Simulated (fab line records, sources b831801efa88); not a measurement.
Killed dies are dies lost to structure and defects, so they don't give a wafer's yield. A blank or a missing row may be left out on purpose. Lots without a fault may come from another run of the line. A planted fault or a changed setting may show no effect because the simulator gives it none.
fab line records | flow sky130
record lots=5 wafers=15 last_day=49
route steps=708 shown VIA1@462 METAL2@483
lots that met no fault: from a run of the same line without faults
start_h: hours from the record's first day to the start of the lot's first wafer shown | wait_h: hours since the lot's step before | " the same as in the row above | L1.1+2: a row that stands for several wafers | - no value, or no start given | * or withheld: withheld | < > ~ a bound
route shown NAME@n: a module of which the file shows steps, and the number in the route of the first | usual: mean/standard deviation of fault-free wafers | same: alike in all rows | chamber/n: place in a boat | sites: the reading at each site | _std_site: their standard deviation | _edge_site: outer sites' mean less inner sites' | radius_mm: how far each site lies from the wafer's centre | mask NAME#n: copy n | behind: the tool/chamber that last shaped the wafer | hold: why the lot was held/for how many hours/how that ended | device: the transistor (n, p or np) that didn't switch | end of line: the same wafers' tests at the end of the route | a step without rows: its recipe alone | killed: dies lost to structure and defects at the first sort, not the wafer's yield | map: a wafer's dies, x killed, . not, _ none there
set.NAME: the setting as run; set.NAME@STEP: as run at that earlier step | model.NAME: the simulator's own value behind a step, which no gauge read
lots at some steps of the route; a table a step, a row a wafer
services: from which hour (start_h, from the record's first day; less than 0 if before it) a tool's chamber was out of use, for how many hours, and why
## steps
# step SKY_VIA1_DEHYDRATE_04
# recipe temp_c=200 time_s=60
# columns lot.wafer tool chamber start_h wait_h
L076.1+2+5 litho_track-02 0 773.82 12.1
L075.3+4+6 litho_track-02 0 776.72 12.4
L079.2+4+6 litho_track-02 0 814.99 12.8
L081.2+4+6 litho_track-02 0 828.94 12.7
L090.2+4+6 litho_track-01 0 913.69 11.3
# step SKY_VIA1_HMDS_05
# recipe prime_time_s=60 prime_temp_c=120
# usual prime_temp_c=120.01/0.13
# columns lot.wafer tool chamber start_h wait_h prime_temp_c
L076.1 litho_track-02 0 773.97 0.1 120.09
L076.2 " 0 " " 120.06
L076.5 " 0 " " 119.91
L075.3 litho_track-02 0 776.87 0.1 119.98
L075.4 " 0 " " 119.93
L075.6 " 0 " " 120.13
L079.2 litho_track-02 0 815.14 0.1 119.95
L079.4 " 0 " " 120.09
L079.6 " 0 " " 120.03
L081.2 litho_track-02 0 829.09 0.1 120.10
L081.4 " 0 " " 120.20
L081.6 " 0 " " 120.11
L090.2 litho_track-01 0 913.84 0.1 120.03
L090.4 " 0 " " 120.21
L090.6 " 0 " " 120.32
# step SKY_VIA1_COAT_06
# recipe resist=BARC temp_c=withheld time_s=withheld spin_rpm=3000 resist_thk_nm=60
# columns lot.wafer tool chamber start_h wait_h
L076.1+2+5 litho_track-02 0 774.12 0.1
L075.3+4+6 litho_track-02 0 777.02 0.1
L079.2+4+6 litho_track-02 0 815.29 0.1
L081.2+4+6 litho_track-02 0 829.24 0.1
L090.2+4+6 litho_track-01 0 913.99 0.1
# step SKY_VIA1_COAT_07
# recipe resist=KrF-thick spin_rpm=3000 resist_thk_nm=450
# columns lot.wafer tool chamber start_h wait_h
L076.1+2+5 litho_track-02 0 - -
L075.3+4+6 litho_track-02 0 - -
L079.2+4+6 litho_track-02 0 - -
L081.2+4+6 litho_track-02 0 - -
L090.2+4+6 litho_track-01 0 - -
# step SKY_VIA1_SOFTBAKE_08
# recipe temp_c=100 time_s=90 resist=KrF-thick
# columns lot.wafer tool chamber start_h wait_h
L076.1+2+5 litho_track-02 0 - -
L075.3+4+6 litho_track-02 0 - -
L079.2+4+6 litho_track-02 0 - -
L081.2+4+6 litho_track-02 0 - -
L090.2+4+6 litho_track-01 0 - -
# step SKY_VIA1_EXPOSE_09
# recipe mask_id=VIM na=0.8 source_shape=annular sigma_inner=0.55 sigma_outer=0.85 target_cd_nm=150 dose_mj=38
# columns lot.wafer tool chamber start_h wait_h mask
L076.1+2+5 krf_scanner-01 0 - - VIM#0
L075.3+4+6 krf_scanner-01 0 - - VIM#0
L079.2+4+6 krf_scanner-01 0 - - VIM#0
L081.2+4+6 krf_scanner-02 0 - - VIM#0
L090.2+4+6 krf_scanner-01 0 - - VIM#0
# step SKY_VIA1_PEB_10
# recipe peb_temp_c=withheld peb_time_s=withheld resist=KrF-thick
# columns lot.wafer tool chamber start_h wait_h
L076.1+2+5 litho_track-02 0 - -
L075.3+4+6 litho_track-02 0 - -
L079.2+4+6 litho_track-01 0 - -
L081.2+4+6 litho_track-02 0 - -
L090.2+4+6 litho_track-01 0 - -
# step SKY_VIA1_DEVELOP_11
# recipe develop_time_s=60 resist=KrF-thick dev_temp_c=21
# columns lot.wafer tool chamber start_h wait_h
L076.1+2+5 litho_track-02 0 - -
L075.3+4+6 litho_track-02 0 - -
L079.2+4+6 litho_track-01 0 - -
L081.2+4+6 litho_track-02 0 - -
L090.2+4+6 litho_track-01 0 - -
# step SKY_VIA1_CD_MEAS_12
# recipe target_cd_nm=150
# usual cd_nm=149.9/2.2
# columns lot.wafer tool chamber start_h wait_h cd_nm
L076.1 cd_sem-02 - 787.67 - 153.0
L076.2 " - " " 151.1
L076.5 " - " " 149.5
L075.3 cd_sem-01 - 790.71 - 152.4
L075.4 " - " " 152.9
L075.6 " - " " 152.3
L079.2 cd_sem-02 - 828.69 - 150.3
L079.4 " - " " 150.5
L079.6 " - " " 149.5
L081.2 cd_sem-02 - 842.54 - 148.7
L081.4 " - " " 147.6
L081.6 " - " " 147.1
L090.2 cd_sem-01 - 927.24 - 149.8
L090.4 " - " " 150.3
L090.6 " - " " 150.5
# step SKY_VIA1_OVL_MEAS_13
# usual VIA1_OVL=-3/5.3
# columns lot.wafer tool chamber start_h wait_h VIA1_OVL[nm]
L076.1 overlay-02 - 787.79 0.1 -16
L076.2 " - " " -9
L076.5 " - " " -10
L075.3 overlay-01 - 790.80 0.1 3
L075.4 " - " " 4
L075.6 " - " " 0
L079.2 overlay-02 - 828.79 0.1 -5
L079.4 " - " " 3
L079.6 " - " " 2
L081.2 overlay-01 - 842.64 0.1 4
L081.4 " - " " -3
L081.6 " - " " -1
L090.2 overlay-02 - 927.34 0.1 -4
L090.4 " - " " -8
L090.6 " - " " -9
# step SKY_VIA1_ETCH_14
# recipe chemistry=N2/H2 target=BARC ion_energy_ev=200 source_w=500 bias_w=100 pressure_mtorr=30 n2_flow_sccm=100 h2_flow_sccm=200 stop_on=SiO2 time_s=45.9 target_depth_a=600
# usual drypump_motor_current_A=5.7/0.34 oes_product_au=0.855/0.0059 throttle_valve_pct=13.225/0.01
# columns lot.wafer tool chamber start_h wait_h drypump_motor_current_A oes_product_au rf_hours_counter_h throttle_valve_pct
L076.1 rie_diel-04 3 787.82 0.0 6.1 0.847 7 13.217
L076.2 " 1 " " 6.1 0.858 18 13.240
L076.5 " 2 " " 5.5 0.858 - 13.222
L075.3 rie_diel-04 1 790.82 0.0 6.1 0.853 18 13.208
L075.4 " 0 " " 5.5 0.854 7 13.209
L075.6 " 2 " " 5.5 0.847 - 13.215
L079.2 rie_diel-02 3 828.82 0.0 5.9 0.848 6 13.226
L079.4 " 0 " " 5.3 0.853 7 13.239
L079.6 " 0 " " 5.3 0.850 - 13.206
L081.2 rie_diel-03 3 842.67 0.0 5.9 0.852 1 13.220
L081.4 " 0 " " 5.1 0.849 6 13.222
L081.6 " 2 " " 6.0 0.860 - 13.243
L090.2 rie_diel-02 0 927.37 0.0 5.3 0.854 9 13.220
L090.4 " 0 " " 5.3 0.865 - 13.221
L090.6 " 3 " " 5.9 0.859 - 13.245
# step SKY_VIA1_ETCH_15
# recipe target=SiO2 chemistry=C4F8/O2/Ar target_depth_nm=351 stop_on=TiN mask_material=KrF-thick source_w=1500 bias_w=1200 pressure_mtorr=40 c4f8_flow_sccm=withheld O2_flow_sccm=6 Ar_flow_sccm=300 time_s=54
# usual oes_product_au=0.981/0.0066
# columns lot.wafer tool chamber start_h wait_h oes_product_au rf_hours_counter_h
L076.1 rie_diel-04 3 787.86 0.0 0.985 7
L076.2 " 1 " " 0.984 18
L076.5 " 2 " " 0.985 -
L075.3 rie_diel-04 1 790.86 0.0 0.988 18
L075.4 " 0 " " 0.979 7
L075.6 " 2 " " 0.978 -
L079.2 rie_diel-02 3 828.87 0.0 0.981 6
L079.4 " 0 " " 0.978 7
L079.6 " 0 " " 0.978 -
L081.2 rie_diel-03 3 842.71 0.0 0.977 1
L081.4 " 0 " " 0.988 6
L081.6 " 2 " " 0.987 -
L090.2 rie_diel-02 0 927.42 0.0 0.965 9
L090.4 " 0 " " 0.980 -
L090.6 " 3 " " 0.983 -
# step SKY_VIA1_STRIP_16
# recipe chemistry=O2/N2 power_w=1400 pressure_mtorr=1500 platen_temp_c=withheld o2_flow_sccm=3000 n2_flow_sccm=300 overash_fraction=0.5
# usual drypump_motor_current_A=5.9/0.45 oes_product_au=0.416/0.0045 strip_time_to_endpoint_s=4.468/0.027
# columns lot.wafer tool chamber start_h wait_h drypump_motor_current_A oes_product_au rf_hours_counter_h strip_time_to_endpoint_s
L076.1 plasma_asher-03 1 787.91 0.0 5.3 0.417 35 4.428
L076.2 " 0 " " 6.1 0.417 35 4.458
L076.5 " 0 " " 6.1 0.406 - 4.447
L075.3 plasma_asher-01 0 790.94 0.1 6.7 0.412 - 4.438
L075.4 " 1 " " 5.7 0.408 - 4.425
L075.6 " 1 " " 5.7 0.418 - 4.441
L079.2 plasma_asher-02 1 828.91 0.0 5.9 0.421 69 4.474
L079.4 " 0 " " 5.8 0.419 - 4.496
L079.6 " 1 " " 5.9 0.412 - 4.517
L081.2 plasma_asher-03 0 842.76 0.0 6.0 0.413 41 4.476
L081.4 " 0 " " 6.1 0.415 - 4.435
L081.6 " 1 " " 5.3 0.419 - 4.471
L090.2 plasma_asher-03 0 927.46 0.0 6.0 0.426 50 4.498
L090.4 " 1 " " 5.3 0.411 - 4.510
L090.6 " 1 " " 5.3 0.419 - 4.455
# step SKY_VIA1_STRIP_17
# recipe chemistry=post_etch_residue_remover time_s=1200 temp_c=72.5
# usual bath_heat_duty_pct=14.7/2.1
# columns lot.wafer tool chamber start_h wait_h bath_heat_duty_pct
L076.1 wet_bench-02 0 788.01 0.1 17.7
L076.2 " 0 " " 17.2
L076.5 " 0 " " 18.0
L075.3 wet_bench-04 1 791.01 0.0 13.9
L075.4 " 1 " " 14.4
L075.6 " 1 " " 12.8
L079.2 wet_bench-02 2 829.01 0.1 12.8
L079.4 " 2 " " 11.7
L079.6 " 2 " " 11.0
L081.2 wet_bench-04 0 842.86 0.1 16.3
L081.4 " 0 " " 15.5
L081.6 " 0 " " 15.4
L090.2 wet_bench-01 1 927.56 0.1 16.0
L090.4 " 1 " " 15.8
L090.6 " 1 " " 15.6
# step SKY_VIA1_CLEAN_18
# recipe chemistry=IPA time_s=180 temp_c=25
# usual bath_heat_duty_pct=6.5/0.84
# columns lot.wafer tool chamber start_h wait_h bath_heat_duty_pct
L076.1 wet_bench-04 1 788.35 0.0 6.6
L076.2 " 1 " " 6.5
L076.5 " 1 " " 7.0
L075.3 wet_bench-01 3 791.35 0.0 6.8
L075.4 " 3 " " 8.3
L075.6 " 3 " " 7.9
L079.2 wet_bench-01 2 829.35 0.0 5.7
L079.4 " 2 " " 6.1
L079.6 " 2 " " 5.4
L081.2 wet_bench-01 3 843.23 0.0 8.1
L081.4 " 3 " " 7.9
L081.6 " 3 " " 8.2
L090.2 wet_bench-01 2 927.94 0.0 5.1
L090.4 " 2 " " 6.3
L090.6 " 2 " " 5.6
# step SKY_VIA1_CLEAN_19
# recipe chemistry=O3/DIW dry=n2_spin
# columns lot.wafer tool chamber start_h wait_h
L076.1+2+5 wet_bench-01 0 788.41 0.0
L075.3+4+6 wet_bench-02 2 791.41 0.0
L079.2+4+6 wet_bench-04 1 829.41 0.0
L081.2+4+6 wet_bench-02 0 843.29 0.0
L090.2+4+6 wet_bench-02 1 928.00 0.0
# step SKY_VIA1_SPUTTER_20
# recipe material=TiN target_thk_nm=20 chamber_pressure_pa=5 power_w=4000 time_s=80
# usual throttle_valve_pct=29.7/0.76
# columns lot.wafer tool chamber start_h wait_h throttle_valve_pct
L076.1 pvd_sputter-04 - 788.50 0.0 30.4
L076.2 " - " " 29.1
L076.5 " - " " 30.3
L075.3 pvd_sputter-04 - 791.50 0.0 30.8
L075.4 " - " " 28.8
L075.6 " - " " 30.8
L079.2 pvd_sputter-03 - 829.50 0.0 31.1
L079.4 " - " " 29.2
L079.6 " - " " 31.1
L081.2 pvd_sputter-02 - 843.38 0.0 29.4
L081.4 " - " " 30.5
L081.6 " - " " 28.9
L090.2 pvd_sputter-04 - 928.09 0.0 30.4
L090.4 " - " " 30.8
L090.6 " - " " 30.0
# step SKY_VIA1_CVD_21
# recipe material=W target_thk_nm=270 time_s=80.902 temp_c=400 pressure_torr=40
# usual heater_power_w=911/82
# columns lot.wafer tool chamber start_h wait_h heater_power_w
L076.1 cvd_w-01 1 788.56 0.0 923
L076.2 " 0 " " 1008
L076.5 " 1 " " 952
L075.3 cvd_w-01 0 791.59 0.1 1018
L075.4 " 1 " " 935
L075.6 " 0 " " 1015
L079.2 cvd_w-01 0 829.57 0.0 1005
L079.4 " 0 " " 994
L079.6 " 0 " " 992
L081.2 cvd_w-01 1 843.44 0.0 940
L081.4 " 0 " " 1013
L081.6 " 1 " " 928
L090.2 cvd_w-01 1 928.15 0.0 884
L090.4 " 0 " " 913
L090.6 " 1 " " 884
# step SKY_VIA1_RS_MEAS_22
# recipe thk_meas_gauge=four-point-probe reads=W_of_VIA1_CVD_21+TiN_of_VIA1_SPUTTER_20
# usual VIA1_W_RS=0.430/0.0054
# columns lot.wafer tool chamber start_h wait_h VIA1_W_RS[ohm/sq]
L076.1 film_metro-03 - 788.66 0.1 0.424
L076.2 " - " " 0.422
L076.5 " - " " 0.419
L075.3 film_metro-03 - 791.70 0.1 0.425
L075.4 " - " " 0.424
L075.6 " - " " 0.420
L079.2 film_metro-03 - 829.68 0.1 0.427
L079.4 " - " " 0.420
L079.6 " - " " 0.423
L081.2 film_metro-01 - 843.56 0.1 0.421
L081.4 " - " " 0.428
L081.6 " - " " 0.427
L090.2 film_metro-04 - 928.26 0.1 0.430
L090.4 " - " " 0.439
L090.6 " - " " 0.432
# step SKY_VIA1_THK_MEAS_23
# recipe thk_meas_gauge=xrf reads=W_of_VIA1_CVD_21
# usual VIA1_W_THK=274/3.9
# columns lot.wafer tool chamber start_h wait_h VIA1_W_THK[nm]
L076.1 film_metro-03 - 788.78 0.1 276
L076.2 " - " " 277
L076.5 " - " " 280
L075.3 film_metro-03 - 791.80 0.1 278
L075.4 " - " " 277
L075.6 " - " " 279
L079.2 film_metro-03 - 829.79 0.1 273
L079.4 " - " " 280
L079.6 " - " " 275
L081.2 film_metro-01 - 843.67 0.1 274
L081.4 " - " " 272
L081.6 " - " " 269
L090.2 film_metro-04 - 928.37 0.1 280
L090.4 " - " " 276
L090.6 " - " " 279
# step SKY_VIA1_CMP_24
# recipe stop_on=SiO2 t_overpolish_s=15 down_force_psi=3.5 platen_rpm=60 target_thk_nm=0 pad_velocity_m_s=0.94248
# usual motor_current_A=10.8/1 overpolish_run_s=15.000/0.0084 time_to_endpoint_s=66/3.4
# columns lot.wafer tool chamber start_h wait_h motor_current_A overpolish_run_s time_to_endpoint_s
L076.2 cmp-01 3 788.84 0.0 10.9 15.008 71
L076.1 " 1 " " 9.6 15.004 66
L076.5 " 0 " " 10.7 15.008 64
L075.4 cmp-01 3 791.84 0.0 10.5 14.996 69
L075.3 " 0 " " 11.4 14.989 70
L075.6 " 0 " " 11.0 15.002 69
L079.2 cmp-01 2 829.94 0.1 12.8 14.997 71
L079.4 " 3 " " 10.9 14.992 76
L079.6 " 1 " " 9.6 15.004 71
L081.2 cmp-01 0 843.77 0.1 10.3 14.995 69
L081.4 " 2 " " 13.1 15.001 67
L081.6 " 3 " " 10.8 15.004 69
L090.2 cmp-02 1 928.42 0.0 10.5 14.995 61
L090.4 " 3 " " 10.9 14.994 62
L090.6 " 1 " " 9.8 15.001 65
# step SKY_METAL2_SPUTTER_00
# recipe material=Ti target_thk_nm=15 power_w=3000 time_s=10 chamber_pressure_pa=0.4
# usual throttle_valve_pct=30.1/1.3
# columns lot.wafer tool chamber start_h wait_h throttle_valve_pct
L076.1 pvd_sputter-02 - 789.14 0.1 28.8
L076.2 " - " " 30.6
L076.5 " - " " 30.5
L075.3 pvd_sputter-03 - 792.14 0.2 28.8
L075.4 " - " " 29.1
L075.6 " - " " 29.5
L079.2 pvd_sputter-02 - 830.14 0.1 30.3
L079.4 " - " " 29.7
L079.6 " - " " 30.5
L081.2 pvd_sputter-01 - 844.02 0.2 31.9
L081.4 " - " " 31.2
L081.6 " - " " 27.8
L090.2 pvd_sputter-01 - 928.72 0.2 31.3
L090.4 " - " " 30.6
L090.6 " - " " 31.7
# step SKY_METAL2_SPUTTER_01
# recipe material=TiN target_thk_nm=20 power_w=6500 time_s=16.7 chamber_pressure_pa=0.4
# usual throttle_valve_pct=30.1/1.3
# columns lot.wafer tool chamber start_h wait_h throttle_valve_pct
L076.1 pvd_sputter-02 - 789.16 0.0 28.8
L076.2 " - " " 30.2
L076.5 " - " " 30.9
L075.3 pvd_sputter-03 - 792.16 0.0 28.7
L075.4 " - " " 29.1
L075.6 " - " " 29.2
L079.2 pvd_sputter-02 - 830.16 0.0 30.4
L079.4 " - " " 29.5
L079.6 " - " " 30.5
L081.2 pvd_sputter-01 - 844.04 0.0 32.0
L081.4 " - " " 31.1
L081.6 " - " " 28.0
L090.2 pvd_sputter-01 - 928.75 0.0 31.2
L090.4 " - " " 30.3
L090.6 " - " " 31.8
# step SKY_METAL2_SPUTTER_02
# recipe material=AlCu target_thk_nm=250 power_w=10600 time_s=13.3 chamber_pressure_pa=0.4
# usual throttle_valve_pct=30.1/1.3
# columns lot.wafer tool chamber start_h wait_h throttle_valve_pct
L076.1 pvd_sputter-02 - 789.18 0.0 28.9
L076.2 " - " " 30.1
L076.5 " - " " 30.7
L075.3 pvd_sputter-03 - 792.18 0.0 29.3
L075.4 " - " " 29.4
L075.6 " - " " 29.4
L079.2 pvd_sputter-02 - 830.19 0.0 30.3
L079.4 " - " " 29.4
L079.6 " - " " 30.3
L081.2 pvd_sputter-01 - 844.07 0.0 31.6
L081.4 " - " " 31.1
L081.6 " - " " 28.0
L090.2 pvd_sputter-01 - 928.77 0.0 31.1
L090.4 " - " " 30.3
L090.6 " - " " 31.8
# step SKY_METAL2_SPUTTER_03
# recipe material=Ti target_thk_nm=5 power_w=3000 time_s=3.3 chamber_pressure_pa=0.4
# usual throttle_valve_pct=30.1/1.3
# columns lot.wafer tool chamber start_h wait_h throttle_valve_pct
L076.1 pvd_sputter-02 - 789.21 0.0 28.9
L076.2 " - " " 30.4
L076.5 " - " " 30.5
L075.3 pvd_sputter-03 - 792.21 0.0 28.8
L075.4 " - " " 29.5
L075.6 " - " " 29.2
L079.2 pvd_sputter-02 - 830.21 0.0 30.4
L079.4 " - " " 29.8
L079.6 " - " " 30.4
L081.2 pvd_sputter-01 - 844.09 0.0 31.6
L081.4 " - " " 31.4
L081.6 " - " " 28.0
L090.2 pvd_sputter-01 - 928.80 0.0 31.2
L090.4 " - " " 30.6
L090.6 " - " " 31.8
# step SKY_METAL2_SPUTTER_04
# recipe material=TiN target_thk_nm=70 power_w=6500 time_s=58.3 chamber_pressure_pa=0.4
# usual throttle_valve_pct=30.1/1.3
# columns lot.wafer tool chamber start_h wait_h throttle_valve_pct
L076.1 pvd_sputter-02 - 789.23 0.0 28.5
L076.2 " - " " 30.4
L076.5 " - " " 30.5
L075.3 pvd_sputter-03 - 792.23 0.0 29.2
L075.4 " - " " 29.2
L075.6 " - " " 29.2
L079.2 pvd_sputter-02 - 830.23 0.0 30.2
L079.4 " - " " 29.7
L079.6 " - " " 30.6
L081.2 pvd_sputter-01 - 844.11 0.0 31.5
L081.4 " - " " 31.4
L081.6 " - " " 27.8
L090.2 pvd_sputter-01 - 928.82 0.0 31.5
L090.4 " - " " 30.4
L090.6 " - " " 31.7
# step SKY_METAL2_RS_MEAS_05
# recipe thk_meas_gauge=four-point-probe reads=TiN_of_METAL2_SPUTTER_04+Ti_of_METAL2_SPUTTER_03+AlCu_of_METAL2_SPUTTER_02+TiN_of_METAL2_SPUTTER_01+Ti_of_METAL2_SPUTTER_00
# usual METAL2_ALCU_RS=0.1269/0.0014
# columns lot.wafer tool chamber start_h wait_h METAL2_ALCU_RS[ohm/sq]
L076.1 film_metro-01 - 789.28 0.0 0.1272
L076.2 " - " " 0.1286
L076.5 " - " " 0.1274
L075.3 film_metro-02 - 792.32 0.1 0.1274
L075.4 " - " " 0.1295
L075.6 " - " " 0.1297
L079.2 film_metro-04 - 830.30 0.0 0.1256
L079.4 " - " " 0.1258
L079.6 " - " " 0.1256
L081.2 film_metro-02 - 844.18 0.0 0.1260
L081.4 " - " " 0.1256
L081.6 " - " " 0.1257
L090.2 film_metro-02 - 928.88 0.0 0.1262
L090.4 " - " " 0.1278
L090.6 " - " " 0.1265
# step SKY_METAL2_THK_MEAS_06
# recipe thk_meas_gauge=xrf reads=AlCu_of_METAL2_SPUTTER_02
# usual METAL2_ALCU_THK=255.2/2.8
# columns lot.wafer tool chamber start_h wait_h METAL2_ALCU_THK[nm]
L076.1 film_metro-01 - 789.40 0.1 252.4
L076.2 " - " " 249.9
L076.5 " - " " 253.5
L075.3 film_metro-02 - 792.42 0.1 253.5
L075.4 " - " " 249.3
L075.6 " - " " 247.3
L079.2 film_metro-04 - 830.41 0.1 259.2
L079.4 " - " " 259.1
L079.6 " - " " 260.0
L081.2 film_metro-02 - 844.29 0.1 255.8
L081.4 " - " " 257.7
L081.6 " - " " 258.7
L090.2 film_metro-02 - 928.99 0.1 256.2
L090.4 " - " " 253.5
L090.6 " - " " 256.0
# step SKY_METAL2_DEHYDRATE_07
# recipe temp_c=200 time_s=60
# columns lot.wafer tool chamber start_h wait_h
L076.1+2+5 litho_track-03 0 801.69 12.3
L075.3+4+6 litho_track-03 0 804.54 12.1
L079.2+4+6 litho_track-01 0 842.59 12.2
L081.2+4+6 litho_track-02 0 856.49 12.2
L090.2+4+6 litho_track-03 0 939.57 10.6
# step SKY_METAL2_HMDS_08
# recipe prime_time_s=60 prime_temp_c=120
# usual prime_temp_c=119.97/0.13
# columns lot.wafer tool chamber start_h wait_h prime_temp_c
L076.1 litho_track-03 0 801.84 0.1 120.04
L076.2 " 0 " " 119.96
L076.5 " 0 " " 119.85
L075.3 litho_track-03 0 804.69 0.1 120.14
L075.4 " 0 " " 120.17
L075.6 " 0 " " 120.31
L079.2 litho_track-01 0 842.74 0.1 120.03
L079.4 " 0 " " 119.85
L079.6 " 0 " " 119.87
L081.2 litho_track-02 0 856.64 0.1 119.93
L081.4 " 0 " " 119.80
L081.6 " 0 " " 119.94
L090.2 litho_track-03 0 939.72 0.1 120.11
L090.4 " 0 " " 119.84
L090.6 " 0 " " 119.94
# step SKY_METAL2_COAT_09
# recipe resist=BARC temp_c=withheld time_s=withheld spin_rpm=3000 resist_thk_nm=60
# columns lot.wafer tool chamber start_h wait_h
L076.1+2+5 litho_track-03 0 801.99 0.1
L075.3+4+6 litho_track-03 0 804.84 0.1
L079.2+4+6 litho_track-01 0 842.89 0.1
L081.2+4+6 litho_track-02 0 856.79 0.1
L090.2+4+6 litho_track-03 0 939.87 0.1
# step SKY_METAL2_COAT_10
# recipe resist=KrF-thick spin_rpm=3000 resist_thk_nm=450
# columns lot.wafer tool chamber start_h wait_h
L076.1+2+5 litho_track-03 0 - -
L075.3+4+6 litho_track-03 0 - -
L079.2+4+6 litho_track-01 0 - -
L081.2+4+6 litho_track-02 0 - -
L090.2+4+6 litho_track-03 0 - -
# step SKY_METAL2_SOFTBAKE_11
# recipe temp_c=100 time_s=90 resist=KrF-thick
# columns lot.wafer tool chamber start_h wait_h
L076.1+2+5 litho_track-03 0 - -
L075.3+4+6 litho_track-03 0 - -
L079.2+4+6 litho_track-01 0 - -
L081.2+4+6 litho_track-02 0 - -
L090.2+4+6 litho_track-03 0 - -
# step SKY_METAL2_EXPOSE_12
# recipe mask_id=MM2 na=0.8 source_shape=annular sigma_inner=0.55 sigma_outer=0.85 target_cd_nm=140 dose_mj=28
# columns lot.wafer tool chamber start_h wait_h mask
L076.1+2+5 krf_scanner-01 0 - - MM2#0
L075.3+4+6 krf_scanner-01 0 - - MM2#0
L079.2+4+6 krf_scanner-02 0 - - MM2#0
L081.2+4+6 krf_scanner-02 0 - - MM2#0
L090.2+4+6 krf_scanner-01 0 - - MM2#0
# step SKY_METAL2_PEB_13
# recipe peb_temp_c=withheld peb_time_s=withheld resist=KrF-thick
# columns lot.wafer tool chamber start_h wait_h
L076.1+2+5 litho_track-03 0 - -
L075.3+4+6 litho_track-02 0 - -
L079.2+4+6 litho_track-03 0 - -
L081.2+4+6 litho_track-02 0 - -
L090.2+4+6 litho_track-01 0 - -
# step SKY_METAL2_DEVELOP_14
# recipe develop_time_s=60 resist=KrF-thick dev_temp_c=21
# columns lot.wafer tool chamber start_h wait_h
L076.1+2+5 litho_track-03 0 - -
L075.3+4+6 litho_track-02 0 - -
L079.2+4+6 litho_track-03 0 - -
L081.2+4+6 litho_track-02 0 - -
L090.2+4+6 litho_track-01 0 - -
# step SKY_METAL2_CD_MEAS_15
# recipe target_cd_nm=140
# usual cd_nm=139.9/1.4
# columns lot.wafer tool chamber start_h wait_h cd_nm
L076.1 cd_sem-01 - 815.24 - 140.9
L076.2 " - " " 140.1
L076.5 " - " " 140.3
L075.3 cd_sem-01 - 818.71 - 141.1
L075.4 " - " " 139.2
L075.6 " - " " 139.9
L079.2 cd_sem-02 - 856.31 - 137.7
L079.4 " - " " 137.5
L079.6 " - " " 139.2
L081.2 cd_sem-01 - 870.29 - 139.0
L081.4 " - " " 138.6
L081.6 " - " " 138.6
L090.2 cd_sem-01 - 953.24 - 138.2
L090.4 " - " " 139.2
L090.6 " - " " 139.4
# step SKY_METAL2_OVL_MEAS_16
# usual METAL2_OVL=3/5.4
# columns lot.wafer tool chamber start_h wait_h METAL2_OVL[nm]
L076.1 overlay-02 - 815.36 0.1 14
L076.2 " - " " 13
L076.5 " - " " 13
L075.3 overlay-02 - 818.80 0.1 -4
L075.4 " - " " 1
L075.6 " - " " -1
L079.2 overlay-02 - 856.42 0.1 11
L079.4 " - " " 14
L079.6 " - " " 6
L081.2 overlay-02 - 870.39 0.1 4
L081.4 " - " " 0
L081.6 " - " " -1
L090.2 overlay-01 - 953.34 0.1 -3
L090.4 " - " " 2
L090.6 " - " " -9
# step SKY_METAL2_DESCUM_17
# recipe chemistry=O2 source_power_w=150 bias_power_w=0 pressure_mtorr=10 temp_c=40 time_s=8
# usual drypump_motor_current_A=5.6/0.43 oes_product_au=1.008/0.012
# columns lot.wafer tool chamber start_h wait_h drypump_motor_current_A oes_product_au rf_hours_counter_h
L076.1 rie_metal-02 1 815.40 0.0 4.8 0.988 14
L076.2 " 0 " " 6.2 1.010 16
L076.5 " 0 " " 6.2 1.016 -
L075.3 rie_metal-04 1 818.83 0.0 5.9 1.006 -
L075.4 " 0 " " 5.5 1.022 -
L075.6 " 0 " " 5.6 1.015 -
L079.2 rie_metal-02 0 856.45 0.0 6.2 1.025 18
L079.4 " 1 " " 4.9 0.997 -
L079.6 " 0 " " 6.2 1.020 -
L081.2 rie_metal-01 1 870.42 0.0 5.2 1.007 12
L081.4 " 0 " " 6.0 1.014 -
L081.6 " 0 " " 6.0 1.001 -
L090.2 rie_metal-01 0 953.37 0.0 6.0 1.008 17
L090.4 " 0 " " 6.0 1.009 -
L090.6 " 1 " " 5.3 0.992 -
# step SKY_METAL2_ETCH_18
# recipe chemistry=N2/H2 target=BARC ion_energy_ev=200 bias_w=100 pressure_mtorr=30 n2_flow_sccm=100 h2_flow_sccm=200 icp_w=500 stop_on=SiO2 time_s=45.9 target_depth_a=600
# usual drypump_motor_current_A=5.6/0.43 oes_product_au=0.854/0.0049 throttle_valve_pct=13.224/0.0085
# columns lot.wafer tool chamber start_h wait_h drypump_motor_current_A oes_product_au rf_hours_counter_h throttle_valve_pct
L076.1 rie_metal-02 1 815.43 0.0 4.9 0.859 14 13.228
L076.2 " 0 " " 6.2 0.847 16 13.229
L076.5 " 0 " " 6.2 0.863 - 13.226
L075.3 rie_metal-04 1 818.87 0.0 5.9 0.848 - 13.226
L075.4 " 0 " " 5.5 0.856 - 13.232
L075.6 " 0 " " 5.5 0.860 - 13.207
L079.2 rie_metal-02 0 856.48 0.0 6.2 0.853 18 13.222
L079.4 " 1 " " 4.9 0.845 - 13.239
L079.6 " 0 " " 6.2 0.862 - 13.226
L081.2 rie_metal-01 1 870.45 0.0 5.2 0.854 12 13.232
L081.4 " 0 " " 6.0 0.848 - 13.223
L081.6 " 0 " " 6.0 0.855 - 13.238
L090.2 rie_metal-01 0 953.41 0.0 6.0 0.852 17 13.226
L090.4 " 0 " " 6.0 0.861 - 13.219
L090.6 " 1 " " 5.2 0.859 - 13.231
## services
# columns tool chamber start_h hours kind
rie_metal-01 1 755.82 2.9 repair
krf_scanner-01 - 756.44 1.3 pm
rie_diel-02 - 757.52 1.9 repair
krf_scanner-01 - 766.03 1.0 pm
rie_metal-01 0 777.16 6.3 repair
wet_bench-04 - 806.80 1.9 pm
pvd_sputter-03 - 814.19 1.0 repair
krf_scanner-01 - 814.70 0.8 pm
wet_bench-04 - 816.26 1.0 repair
rie_metal-01 - 821.56 0.4 repair
cvd_w-01 1 824.63 4.0 repair
krf_scanner-01 - 825.53 3.6 repair
cmp-01 - 843.13 0.5 repair
rie_diel-02 0 872.48 1.3 repair
rie_diel-02 1 881.13 3.4 repair
rie_metal-01 - 890.63 2.8 pm
pvd_sputter-03 - 892.44 0.6 repair
krf_scanner-01 - 900.39 3.6 pm
rie_diel-02 2 902.98 2.7 repair
cvd_w-01 - 904.09 14.0 pm
krf_scanner-01 - 914.76 4.4 pm
krf_scanner-01 - 923.37 1.5 repair
krf_scanner-01 - 932.34 1.3 pm
krf_scanner-01 - 935.03 1.0 pm
## key
fault none
